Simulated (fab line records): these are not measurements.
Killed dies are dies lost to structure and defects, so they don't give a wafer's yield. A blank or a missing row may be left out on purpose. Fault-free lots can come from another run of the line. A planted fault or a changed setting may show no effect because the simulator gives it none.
fab line records    flow sky130
[record] lots = 12  wafers = 34  last-day = 50
route steps=708 shown RES_PROTECT@215 LDD_LDN@296 LI_CONTACT@382 VIA3@582 PAD_OPEN@708
lots untouched by any fault: they come from a run of this same line in which no faults occurred
start-h: the number of hours between the record's first day and the start of the first shown wafer of the lot    wait-h: time in hours since the lot's previous step    " unchanged from the row above    L1.1+2: a single row standing in for several wafers    - either no value or no given start    * or withheld: withheld    < > ~ a bound
route shown NAME@n: NAME is a module with steps in the file, n the number in the route of the first one    usual: average and standard deviation across the fault-free wafers    same: alike in all rows    chamber/n: place in a boat    sites: each site's reading    _std_site: their standard deviation    _edge_site: the outer-site mean with the inner-site mean subtracted    radius-mm: how far each site lies from the wafer's centre    mask NAME#n: copy n    behind: the tool/chamber that last shaped the wafer    hold: cause of the lot's hold/its duration in hours/its outcome    device: transistor that didn't switch, given as n, p or np    end of line: at the end of the route, the tests of the same wafers    step lacking rows: just its recipe    killed: the dies lost at the first sort to structure and to defects; this is not the yield of the wafer    map: dies across one wafer; x = killed, . = not, _ = none there
set.NAME: the setting that was run; set.NAME@STEP: the one run at that earlier step    model.NAME: the simulator's own value behind a step, which no gauge read
steps of the route over a sample of lots; a table a step, a row a wafer
services: from which hour (start-h, from the record's first day; less than 0 if before it) a tool's chamber was out of use, for how many hours, and why
[[steps]]
[step SKY_RES_PROTECT_TW_MEAS_08]
[usual] POLY_GATE_TW = 4050/23
lot.wafer  tool           chamber  start-h  wait-h  POLY_GATE_TW
L916.2     film-metro-01  -        345.76   0.1     4061
L916.3     "              -        "        "       4060
L916.6     "              -        "        "       4044
L919.2     film-metro-04  -        370.13   0.1     4061
L919.5     "              -        "        "       4064
L919.6     "              -        "        "       4049
L920.4     film-metro-01  -        385.81   0.1     4084
L920.5     "              -        "        "       4052
L920.6     "              -        "        "       4051
L922.2     film-metro-01  -        401.42   0.1     4044
L922.5     "              -        "        "       4072
L922.6     "              -        "        "       4059
L921.1     film-metro-03  -        403.23   0.1     4000
L921.2     "              -        "        "       4013
L921.3     "              -        "        "       4021
L924.1     film-metro-01  -        408.11   0.1     4061
L924.4     "              -        "        "       4062
L924.5     "              -        "        "       4066
L927.3     film-metro-03  -        453.40   0.1     4016
L927.5     "              -        "        "       4023
L929.4     film-metro-01  -        460.93   0.1     4039
L929.5     "              -        "        "       4038
L935.4     film-metro-04  -        505.44   0.1     4083
L935.5     "              -        "        "       4085
L935.6     "              -        "        "       4070
L937.2     film-metro-04  -        517.12   0.1     4064
L937.4     "              -        "        "       4065
L937.6     "              -        "        "       4077
L938.1     film-metro-03  -        521.71   0.1     4034
L938.2     "              -        "        "       4053
L938.4     "              -        "        "       4021
L939.2     film-metro-03  -        531.31   0.1     4031
L939.3     "              -        "        "       4054
L939.4     "              -        "        "       4052
[step SKY_LDD_LDN_OVL_MEAS_07]
[usual] LDD_LDN_OVL = 0.4/1.3
lot.wafer  tool        chamber  start-h  wait-h  LDD_LDN_OVL[nm]
L916.2     overlay-02  -        542.88   0.1     -0.6
L916.3     "           -        "        "       1.4
L916.6     "           -        "        "       -1.2
L919.2     overlay-02  -        560.78   0.1     1.2
L919.5     "           -        "        "       -0.1
L919.6     "           -        "        "       1.0
L920.4     overlay-01  -        575.18   0.1     2.8
L920.5     "           -        "        "       -0.8
L920.6     "           -        "        "       0.5
L922.2     overlay-02  -        591.32   0.1     1.8
L922.5     "           -        "        "       1.5
L922.6     "           -        "        "       0.5
L921.1     overlay-02  -        594.78   0.1     -0.8
L921.2     "           -        "        "       0.7
L921.3     "           -        "        "       -0.8
L924.1     overlay-02  -        598.53   0.1     -1.2
L924.4     "           -        "        "       -0.8
L924.5     "           -        "        "       -1.2
L927.3     overlay-02  -        641.32   0.1     -0.6
L927.5     "           -        "        "       -0.2
L929.4     overlay-02  -        647.03   0.1     -0.2
L929.5     "           -        "        "       0.6
L935.4     overlay-01  -        689.25   0.1     1.7
L935.5     "           -        "        "       0.3
L935.6     "           -        "        "       1.4
L937.2     overlay-01  -        700.43   0.1     0.2
L937.4     "           -        "        "       1.0
L937.6     "           -        "        "       0.8
L938.1     overlay-02  -        703.41   0.1     1.3
L938.2     "           -        "        "       2.9
L938.4     "           -        "        "       0.5
L939.2     overlay-02  -        711.78   0.1     2.7
L939.3     "           -        "        "       3.1
L939.4     "           -        "        "       2.8
[step SKY_LI_CONTACT_SPUTTER_20]
[recipe] material = TiN  target-thk-nm = 20  chamber-pressure-pa = 5  power-w = 4000  time-s = 80
[usual] cathode-dc-power-W = 4000.0/0.75  throttle-valve-pct = 29.4/1.1
lot.wafer  tool            chamber  start-h  wait-h  cathode-dc-power-W  throttle-valve-pct
L916.2     pvd-sputter-03  -        693.63   0.0     4000.6              29.1
L916.3     "               -        "        "       4001.2              29.6
L916.6     "               -        "        "       4000.3              27.0
L919.2     pvd-sputter-03  -        711.78   0.0     4000.4              27.2
L919.5     "               -        "        "       3999.6              29.4
L919.6     "               -        "        "       4001.0              27.0
L920.4     pvd-sputter-03  -        723.00   0.0     3999.4              29.4
L920.5     "               -        "        "       3999.0              29.0
L920.6     "               -        "        "       4000.6              29.6
L922.2     pvd-sputter-03  -        739.19   0.0     3999.2              27.0
L922.5     "               -        "        "       4000.8              29.0
L922.6     "               -        "        "       3998.8              27.2
L921.1     pvd-sputter-03  -        743.11   0.0     4001.8              27.5
L921.2     "               -        "        "       4000.9              29.4
L921.3     "               -        "        "       4000.0              29.3
L924.1     pvd-sputter-04  -        745.71   0.0     3998.9              30.8
L924.4     "               -        "        "       3999.0              31.1
L924.5     "               -        "        "       4000.5              29.5
L927.3     pvd-sputter-04  -        784.35   0.0     4001.5              30.0
L927.5     "               -        "        "       3999.5              30.7
L929.4     pvd-sputter-04  -        789.10   0.0     3999.5              30.6
L929.5     "               -        "        "       4000.0              29.6
L935.4     pvd-sputter-04  -        830.05   0.0     4000.9              30.5
L935.5     "               -        "        "       4000.2              29.7
L935.6     "               -        "        "       4000.4              30.4
L937.2     pvd-sputter-01  -        840.10   0.0     3999.4              28.9
L937.4     "               -        "        "       4000.6              29.6
L937.6     "               -        "        "       3999.8              29.0
L938.1     pvd-sputter-03  -        843.00   0.0     4000.2              29.1
L938.2     "               -        "        "       4000.0              29.3
L938.4     "               -        "        "       3999.3              29.6
L939.2     pvd-sputter-04  -        852.35   0.0     3998.8              30.0
L939.3     "               -        "        "       4000.2              30.7
L939.4     "               -        "        "       3999.1              30.9
[step SKY_VIA3_EXPOSE_09]
[recipe] mask-id = VIM3  na = 0.8  source-shape = annular  sigma-inner = 0.55  sigma-outer = 0.85  target-cd-nm = 200  dose-mj = 38
[usual] exposure-dose-mJ-cm2 = 38.35/0.27
[same] sigma-outer = 0.85
lot.wafer  tool            chamber  start-h  wait-h  mask    exposure-dose-mJ-cm2
L916.2     krf-scanner-02  0        931.43   -       VIM3#0  38.19
L916.3     "               0        "        "       VIM3#0  38.08
L916.6     "               0        "        "       VIM3#0  38.16
L919.2     krf-scanner-02  0        946.29   -       VIM3#0  38.10
L919.5     "               0        "        "       VIM3#0  38.13
L919.6     "               0        "        "       VIM3#0  38.10
L920.4     krf-scanner-01  0        958.19   -       VIM3#0  38.57
L920.5     "               0        "        "       VIM3#0  38.59
L920.6     "               0        "        "       VIM3#0  38.62
L922.2     krf-scanner-01  0        970.88   -       VIM3#0  38.58
L922.5     "               0        "        "       VIM3#0  38.64
L922.6     "               0        "        "       VIM3#0  38.69
L921.1     krf-scanner-02  0        975.09   -       VIM3#0  38.09
L921.2     "               0        "        "       VIM3#0  38.07
L921.3     "               0        "        "       VIM3#0  38.11
L924.1     krf-scanner-02  0        979.16   -       VIM3#0  38.08
L924.4     "               0        "        "       VIM3#0  38.07
L924.5     "               0        "        "       VIM3#0  38.10
L927.3     krf-scanner-01  0        1009.81  -       VIM3#0  38.66
L927.5     "               0        "        "       VIM3#0  38.59
L929.4     krf-scanner-01  0        1015.16  -       VIM3#0  38.60
L929.5     "               0        "        "       VIM3#0  38.67
L935.4     krf-scanner-02  0        1050.73  -       VIM3#0  38.06
L935.5     "               0        "        "       VIM3#0  38.05
L935.6     "               0        "        "       VIM3#0  38.04
L937.2     krf-scanner-02  0        1057.36  -       VIM3#0  38.09
L937.4     "               0        "        "       VIM3#0  38.09
L937.6     "               0        "        "       VIM3#0  38.12
L938.1     krf-scanner-02  0        1059.95  -       VIM3#0  38.09
L938.2     "               0        "        "       VIM3#0  38.12
L938.4     "               0        "        "       VIM3#0  38.10
L939.2     krf-scanner-02  0        1069.83  -       VIM3#0  38.13
L939.3     "               0        "        "       VIM3#0  38.05
L939.4     "               0        "        "       VIM3#0  38.05
[step SKY_VIA3_CD_MEAS_12]
[recipe] target-cd-nm = 200
[usual] cd-nm = 200.5/1.3
lot.wafer  tool       chamber  start-h  wait-h  hold                      cd-nm
L916.2     cd-sem-02  -        943.27   -       -                         200.6
L916.3     "          -        "        "       -                         202.0
L916.6     "          -        "        "       -                         200.1
L919.2     cd-sem-01  -        958.68   -       -                         201.7
L919.5     "          -        "        "       -                         200.7
L919.6     "          -        "        "       -                         199.3
L920.4     cd-sem-02  -        969.49   -       -                         201.8
L920.5     "          -        "        "       -                         202.6
L920.6     "          -        "        "       -                         201.0
L922.2     cd-sem-01  -        982.52   -       -                         198.6
L922.5     "          -        "        "       -                         198.4
L922.6     "          -        "        "       -                         199.0
L921.1     cd-sem-02  -        986.68   -       -                         199.4
L921.2     "          -        "        "       -                         199.7
L921.3     "          -        "        "       -                         199.1
L924.1     cd-sem-02  -        990.63   -       -                         200.7
L924.4     "          -        "        "       -                         199.2
L924.5     "          -        "        "       -                         200.1
L927.3     cd-sem-01  -        1020.90  -       await-dispo/0.2h/release  199.5
L927.5     "          -        "        "       await-dispo/0.2h/release  153.3
L927.3     cd-sem-01  -        1021.19  0.3     -                         199.2
L927.5     "          -        "        "       -                         153.0
L929.4     cd-sem-01  -        1026.62  -       await-dispo/0.2h/release  153.6
L929.5     "          -        "        "       await-dispo/0.2h/release  154.6
L929.4     cd-sem-01  -        1026.91  0.3     -                         153.3
L929.5     "          -        "        "       -                         154.6
L935.4     cd-sem-01  -        1061.64  -       -                         200.2
L935.5     "          -        "        "       -                         199.7
L935.6     "          -        "        "       -                         200.1
L937.2     cd-sem-02  -        1067.62  -       -                         200.5
L937.4     "          -        "        "       -                         201.6
L937.6     "          -        "        "       -                         200.0
L938.1     cd-sem-02  -        1070.46  -       -                         197.7
L938.2     "          -        "        "       -                         199.2
L938.4     "          -        "        "       -                         199.1
L939.2     cd-sem-02  -        1080.15  -       -                         202.2
L939.3     "          -        "        "       -                         200.3
L939.4     "          -        "        "       -                         202.3
[step SKY_PAD_OPEN_PROBE_99]
[usual] defect-limited-yield = 82.5/1.9  killed_at_M0_to_M3 = 43/6.8  killed_at_M4_up = 3.0/1.6  killed-at-contacts = 25/6  killed-at-front-end = 15/4.4  killed-at-other = 0.3/0.52  killed-dies = 86/9.6  killed-on-rim = 17/3.5  killed-open = 47/6.7  killed-short = 39/6.8  sort_bin_3_pad_short = 0.9/0.43  sort_bin_5_function = 10.3/1.5  sort_bin_6_memory = 6.3/1.1  sort-n-pass = 406/9.6  sort-yield-pct = 82.5/1.9
[same] gross-dies = 492  killed-at-back-side = 0  sort_bin_4_leakage[%] = 0  sort_bin_8_speed[%] = 0
lot.wafer  tool       chamber  start-h  wait-h  hold                      defect-limited-yield[%]  killed_at_M0_to_M3  killed_at_M4_up  killed-at-contacts  killed-at-front-end  killed-at-other  killed-dies  killed-on-rim  killed-open  killed-short  sort_bin_3_pad_short[%]  sort_bin_5_function[%]  sort_bin_6_memory[%]  sort-n-pass  sort-yield-pct[%]
L916.2     prober-02  -        1088.33  0.1     -                         85.4                     38                  0                20                  14                   0                72           12             46           26            0.8                      7.1                     6.7                   420          85.4
L916.3     prober-02  -        1088.38  0.2     -                         79.1                     51                  2                32                  18                   0                103          21             50           53            1.6                      12.2                    7.1                   389          79.1
L916.6     prober-02  -        1088.53  0.2     -                         82.7                     36                  4                32                  13                   0                85           18             45           40            0.6                      8.9                     7.7                   407          82.7
L919.2     prober-01  -        1102.18  0.1     -                         84.6                     42                  3                16                  15                   0                76           18             41           35            1.2                      8.9                     5.3                   416          84.6
L919.5     prober-01  -        1102.33  0.2     -                         86.0                     41                  1                10                  17                   0                69           12             30           39            1.2                      7.5                     5.3                   423          86.0
L919.6     prober-01  -        1102.38  0.2     -                         79.1                     44                  3                39                  17                   0                103          20             54           49            1.2                      12.4                    7.3                   389          79.1
L920.4     prober-02  -        1109.15  0.2     -                         78.0                     53                  2                30                  23                   0                108          20             47           61            2.2                      13.2                    6.5                   384          78.0
L920.5     prober-02  -        1109.20  0.2     -                         81.9                     37                  1                32                  18                   1                89           16             42           47            1.6                      11.0                    5.5                   403          81.9
L920.6     prober-02  -        1109.25  0.2     -                         79.7                     51                  2                20                  27                   0                100          22             53           47            1.6                      11.4                    7.3                   392          79.7
L927.3     prober-02  -        1155.95  0.2     await-dispo/1.6h/release  85.4                     33                  5                22                  12                   0                72           13             44           28            0.4                      7.7                     6.5                   420          85.4
L927.5     prober-02  -        1156.05  0.2     await-dispo/1.6h/release  5.5                      431                 2                20                  12                   0                465          93             45           26            0.6                      89.6                    4.3                   27           5.5
L929.4     prober-01  -        1158.45  0.2     await-dispo/4.3h/release  4.3                      428                 2                27                  14                   0                471          92             33           40            0.8                      88.8                    6.1                   21           4.3
L929.5     prober-01  -        1158.50  0.2     await-dispo/4.3h/release  2.6                      426                 7                34                  12                   0                479          95             52           50            1.2                      89.6                    6.5                   13           2.6
L939.2     prober-01  -        1199.60  0.1     -                         82.1                     43                  0                33                  10                   2                88           16             45           43            0.8                      10.6                    6.5                   404          82.1
L939.3     prober-01  -        1199.65  0.2     -                         84.1                     36                  1                23                  18                   0                78           17             53           23            0.4                      8.9                     6.5                   414          84.1
L939.4     prober-01  -        1199.70  0.2     -                         79.3                     42                  6                33                  20                   1                102          17             51           51            0.8                      13.2                    6.7                   390          79.3
// killed by level:class
L916.2 VIA1:geometric-particle:open=9 VIA3:geometric-particle:open=7 CONTACT:geometric-particle:open=6 FIELD_ISO:geometric-particle:open=5 POLY_GATE:geometric-particle:open=5 LI_CONTACT:geometric-particle:open=5 VIA2:geometric-particle:short=5 METAL1:geometric-particle:short=4
L916.3 LI_CONTACT:geometric-particle:open=10 CONTACT:geometric-particle:open=10 CONTACT:geometric-particle:short=9 METAL1:geometric-particle:short=9 METAL2:geometric-particle:short=9 VIA3:geometric-particle:open=9 FIELD_ISO:geometric-particle:short=8 VIA1:geometric-particle:open=6
L916.6 CONTACT:geometric-particle:open=8 VIA1:geometric-particle:open=8 LI_CONTACT:geometric-particle:open=7 LOCAL_INTERCONNECT:geometric-particle:short=6 CONTACT:geometric-particle:short=6 FIELD_ISO:geometric-particle:short=4 LI_CONTACT:geometric-particle:short=4 METAL1:geometric-particle:short=4
L919.2 VIA1:geometric-particle:open=10 LI_CONTACT:geometric-particle:open=7 VIA3:geometric-particle:open=6 FIELD_ISO:geometric-particle:short=5 VIA2:geometric-particle:open=5 METAL2:geometric-particle:short=5 CONTACT:geometric-particle:open=4 METAL3:geometric-particle:short=4
L919.5 METAL1:geometric-particle:short=8 FIELD_ISO:geometric-particle:short=7 VIA3:geometric-particle:short=7 FIELD_ISO:geometric-particle:open=6 VIA3:geometric-particle:open=6 VIA1:geometric-particle:open=5 CONTACT:geometric-particle:open=4 VIA1:geometric-particle:short=4
L919.6 CONTACT:geometric-particle:open=14 LI_CONTACT:geometric-particle:open=9 VIA2:geometric-particle:open=8 LOCAL_INTERCONNECT:geometric-particle:short=7 VIA1:geometric-particle:open=7 CONTACT:geometric-particle:short=6 VIA3:geometric-particle:open=6 METAL1:geometric-particle:short=6
L920.4 VIA1:geometric-particle:open=13 LOCAL_INTERCONNECT:geometric-particle:short=9 METAL1:geometric-particle:short=8 CONTACT:geometric-particle:open=7 VIA3:geometric-particle:open=7 CONTACT:geometric-particle:short=6 FIELD_ISO:geometric-particle:short=6 POLY_GATE:geometric-particle:short=5
L920.5 CONTACT:geometric-particle:open=11 VIA3:geometric-particle:open=9 POLY_GATE:geometric-particle:short=8 METAL2:geometric-particle:short=8 CONTACT:geometric-particle:short=7 LI_CONTACT:geometric-particle:open=6 VIA1:geometric-particle:open=5 POLY_CUT:geometric-particle:short=4
L920.6 VIA1:geometric-particle:open=14 VIA2:geometric-particle:open=9 POLY_GATE:geometric-particle:open=8 METAL1:geometric-particle:short=8 CONTACT:geometric-particle:open=7 POLY_GATE:geometric-particle:short=6 LOCAL_INTERCONNECT:geometric-particle:short=6 VIA3:geometric-particle:open=5
L927.3 CONTACT:geometric-particle:open=9 VIA1:geometric-particle:open=8 VIA2:geometric-particle:open=7 LI_CONTACT:geometric-particle:open=7 VIA2:geometric-particle:short=5 FIELD_ISO:geometric-particle:short=4 VIA3:geometric-particle:open=4 POLY_GATE:geometric-particle:open=4
L927.5 VIA3:area-expose=394 CONTACT:geometric-particle:open=12 VIA1:geometric-particle:open=9 METAL2:geometric-particle:short=6 VIA3:geometric-particle:open=6 VIA2:geometric-particle:open=6 VIA1:geometric-particle:short=5 LI_CONTACT:geometric-particle:open=4
L929.4 VIA3:area-expose=397 CONTACT:geometric-particle:open=13 VIA3:geometric-particle:open=7 VIA1:geometric-particle:short=6 POLY_GATE:geometric-particle:short=5 LOCAL_INTERCONNECT:geometric-particle:short=5 CONTACT:geometric-particle:short=5 METAL1:geometric-particle:short=4
L929.5 VIA3:area-expose=376 VIA1:geometric-particle:open=10 LI_CONTACT:geometric-particle:open=9 LOCAL_INTERCONNECT:geometric-particle:short=8 CONTACT:geometric-particle:short=8 VIA2:geometric-particle:open=8 VIA3:geometric-particle:open=8 METAL1:geometric-particle:short=7
L939.2 CONTACT:geometric-particle:open=12 VIA2:geometric-particle:open=8 METAL1:geometric-particle:short=7 LI_CONTACT:geometric-particle:open=7 VIA1:geometric-particle:open=6 VIA3:geometric-particle:open=6 CONTACT:geometric-particle:short=5 METAL2:geometric-particle:short=5
L939.3 VIA1:geometric-particle:open=13 CONTACT:geometric-particle:open=11 VIA2:geometric-particle:open=9 CONTACT:geometric-particle:short=6 FIELD_ISO:geometric-particle:open=5 POLY_GATE:geometric-particle:open=5 VIA3:geometric-particle:open=5 VIA1:geometric-particle:short=4
L939.4 CONTACT:geometric-particle:open=12 POLY_GATE:geometric-particle:open=9 LOCAL_INTERCONNECT:geometric-particle:short=9 VIA1:geometric-particle:open=9 METAL2:geometric-particle:short=7 LI_CONTACT:geometric-particle:open=6 VIA3:geometric-particle:open=5 METAL1:geometric-particle:short=4
[[services]]
tool            chamber  start-h  hours  kind
krf-scanner-01  -        677.75   3.6    pm
krf-scanner-01  -        688.27   1.3    pm
krf-scanner-02  -        699.72   0.5    repair
krf-scanner-01  -        702.17   0.8    repair
krf-scanner-02  -        703.05   0.8    pm
krf-scanner-01  -        771.82   1.0    pm
pvd-sputter-03  -        773.14   2.6    repair
krf-scanner-02  -        774.40   1.0    pm
krf-scanner-01  -        775.40   0.8    pm
krf-scanner-02  -        791.94   1.3    pm
pvd-sputter-03  -        803.61   2.1    repair
krf-scanner-01  -        807.80   0.8    pm
pvd-sputter-04  -        809.72   2.0    repair
krf-scanner-02  -        845.49   4.0    pm
pvd-sputter-03  -        849.59   5.9    repair
krf-scanner-01  -        852.21   3.9    repair
krf-scanner-01  -        864.17   1.3    pm
krf-scanner-01  -        872.35   1.8    repair
krf-scanner-02  -        926.94   0.2    repair
krf-scanner-02  -        943.40   1.0    pm
krf-scanner-02  -        963.77   0.9    repair
krf-scanner-02  -        967.84   1.3    pm
pvd-sputter-04  -        1029.32  9.2    repair
krf-scanner-02  -        1039.86  0.8    pm
[[key]]
[first-sign] step = SKY_VIA3_CD_MEAS_12  reading = visit  direction = added
[effect] step = SKY_VIA3_CD_MEAS_12  reading = cd-nm  direction = down  sigmas = 35  usual = 200.5  struck = 153.8
[effect] step = SKY_PAD_OPEN_PROBE_99  reading = killed_at_M0_to_M3  direction = up  sigmas = 57  usual = 43  struck = 428
[more-kills-born-at] SKY_VIA3_EXPOSE_09@krf-scanner-01 = 1167
met-at SKY_VIA3_EXPOSE_09
struck-lots L927,L929
struck-wafers L927.5,L929.4,L929.5
later-rows-left-out L927.5,L929.4,L929.5
not-acting-at SKY_RES_PROTECT_TW_MEAS_08,SKY_LDD_LDN_OVL_MEAS_07,SKY_LI_CONTACT_SPUTTER_20
onset-between 970.88 1009.81
[fault] kind = process-parameter-drift  tool = krf-scanner-01  chamber = -  onset-h = 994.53  steps = SKY_VIA3_EXPOSE_09  channel = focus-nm  offset = 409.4  shape = step  end-h = 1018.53  scope = struck-wafers-only
// later-rows-left-out: the simulator's readings of these wafers behind a module that went badly wrong aren't trusted and aren't shown, but for the sort
